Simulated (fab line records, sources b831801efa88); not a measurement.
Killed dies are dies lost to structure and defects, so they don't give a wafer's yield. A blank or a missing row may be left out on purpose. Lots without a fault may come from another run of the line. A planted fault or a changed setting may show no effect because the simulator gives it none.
Which tool did it? | flow sky130 | 11 lots, 33 wafers sampled, at 1 step of a route of 708

WHAT THE GAUGES READ, wafer by wafer
SKY_VIA2_THK_MEAS_01.
lot  | measured     | on            | VIA2_HDPCVD_THK (nm)
L818 | day 35 12:51 | film_metro-03 | 1177 1170 1169
L821 | day 36 11:58 | film_metro-02 | 1185 1167 1179
L822 | day 36 21:25 | film_metro-03 | 1180 1195 1160
L823 | day 37 11:48 | film_metro-03 | 1189 1200 1195
L824 | day 37 16:20 | film_metro-02 | 1182 1194 1168
L829 | day 39 17:53 | film_metro-02 | 1172 1201 1171
L833 | day 40 08:50 | film_metro-03 | 1179 1159 1179
L834 | day 40 19:45 | film_metro-02 | 1195 1201 1173
L836 | day 41 01:13 | film_metro-03 | 1169 1195 1180
L837 | day 41 05:29 | film_metro-03 | 1184 1173 1163
L839 | day 41 22:36 | film_metro-03 | 1182 1144 1175

WHICH TOOL RAN EACH LOT (tool, then ch and the chambers of the sampled wafers, then the start)
The record holds no process step before these readings.

WHAT THE TOOLS THEMSELVES READ (means of the sampled wafers that have a number; where no wafer has one, the mark that the record gives instead)
The record holds no such reading with a usual standard deviation.

THE ANSWER, worked out from the rows above alone
Rule: what is usual is taken from the lots themselves. Put in order of their means at a reading, lots are off if they are a third of the lots or fewer, leave a main group of 4 or more, and stand apart from it by a gap of 3 or more times the standard deviation of the main group's means; of several such gaps the widest counts. A main group whose means are all the same, to the digits that the tables above print for the reading, isn't used. A lot without any number at a reading at which 4 lots or more have one is off too. The other lots that the step has rows for count as sound. The gauges are gone through in route order, then the tools' own readings, and for those a lot's mean is taken as printed above. The first step at which some lot is off is used, and at that step the reading that is off furthest; a lot without a number counts as furthest.
No lot is off at any reading shown: from this, nothing can be told.

WHAT THE SIMULATOR HAD PUT IN
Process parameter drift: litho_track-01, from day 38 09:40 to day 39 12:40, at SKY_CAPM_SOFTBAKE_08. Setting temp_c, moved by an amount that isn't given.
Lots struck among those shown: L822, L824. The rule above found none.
